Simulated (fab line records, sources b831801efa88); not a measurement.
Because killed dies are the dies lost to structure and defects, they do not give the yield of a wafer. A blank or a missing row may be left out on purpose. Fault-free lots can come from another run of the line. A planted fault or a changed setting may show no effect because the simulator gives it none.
2 desks, one fault | flow sky130 | only its own numbers are on each desk; what lay behind them is given at the end

== AT THE METROLOGY DESK ==
Lot by lot, what the gauges showed, no matter which tool ran the lot: averages of those sampled wafers that carry a number. A lot is out of limits, marked OUT, if its mean lies more than 4 standard deviations from the usual mean; the brackets give that distance.
Columns: A = POLY_GATE_CVD_00_THK at SKY_POLY_GATE_THK_MEAS_01, usual 179.4 nm; B = RES_XHIGH_TW at SKY_RES_XHIGH_TW_MEAS_09, usual 1635; C = SD_N_OVL at SKY_SD_N_OVL_MEAS_08, usual 0.5 nm
lot  | first seen here | A     | B    | C
L310 | day 14 02:41    | 177.7 | 1626 | 0.5
L311 | day 14 02:42    | 178.5 | 1658 | 0.1
L312 | day 14 14:10    | 180.5 | 1655 | 0.1
L313 | day 14 19:29    | 180.3 | 1654 | 0.5
L314 | day 15 16:07    | 178.9 | 1620 | -0.7
L316 | day 16 03:23    | 181.4 | 1644 | 0.4
L317 | day 16 13:23    | 179.2 | 1639 | 1.3
L321 | day 17 20:23    | 176.6 | 1637 | 0.5
L324 | day 18 21:59    | 178.3 | 1641 | -1.6
L325 | day 19 01:47    | 177.4 | 1620 | -0.3
L328 | day 20 12:37    | 182.2 | 1638 | 0.2
L331 | day 21 10:32    | 180.2 | 1628 | 0.4
L332 | day 21 14:28    | 178.4 | 1633 | 0.2
L333 | day 21 20:40    | 180.9 | 1640 | -0.1
Finding of this desk: none of the 14 lots has anything out of limits.

== FOR THE TOOL OWNER'S DESK: lithoTrack-03 ==
At SKY_POLY_CUT_SOFTBAKE_04 (time 90 s), the tool's own readings, given per lot that ran on this tool as the mean of the sampled wafers with a number. A lot is out of limits, marked OUT, if its mean lies more than 4 standard deviations from the usual mean; the brackets give that distance.
Columns: A = exhaustPa at SKY_POLY_CUT_SOFTBAKE_04, usual 45.1 Pa; B = heaterPowerTotalW at SKY_POLY_CUT_SOFTBAKE_04, usual 57.36 W; C = resistLineTempC at SKY_POLY_CUT_SOFTBAKE_04, usual 23.01 C; D = runLengthS at SKY_POLY_CUT_SOFTBAKE_04, usual 119.28 s
lot  | first seen here | A    | B               | C     | D
L311 | day 23 21:00    | 46.2 | 57.31           | 23.03 | 119.32
L312 | day 24 05:00    | 46.1 | 57.30           | 22.93 | 119.35
L316 | day 25 21:00    | 44.5 | 57.38           | 23.02 | 119.34
L317 | day 26 09:00    | 45.1 | 57.36           | 23.07 | 119.44
L321 | day 27 13:00    | 43.9 | 59.02 (+14) OUT | 23.07 | 111.36 (-57) OUT
L324 | day 28 12:00    | 47.4 | 58.57 (+10) OUT | 23.04 | 113.87 (-39) OUT
L333 | day 31 08:00    | 44.0 | 57.36           | 23.00 | 119.26
This desk's verdict: out of limits on L321, L324, starting with L321 at day 27 13:00 (heaterPowerTotalW at SKY_POLY_CUT_SOFTBAKE_04). L311, L312, L316, L317, L333 stayed within limits.

== ALL TOGETHER ==
On L321, L324, at day 27 13:00, an alarm was possible from the tool owner's desk.
The metrology desk saw nothing out of limits.
The metrology desk holds a record of L321, L324, inside its limits.
Every lot named ran SKY_POLY_CUT_SOFTBAKE_04 on lithoTrack-03.

== WHAT THE SIMULATOR PUT IN ==
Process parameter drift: lithoTrack-03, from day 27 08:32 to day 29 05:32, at SKY_POLY_CUT_SOFTBAKE_04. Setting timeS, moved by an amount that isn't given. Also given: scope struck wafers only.
Struck lots among those shown: L321, L324.
Hours from the fault's start to each desk's first reading out of limits: the tool owner's desk, 4.
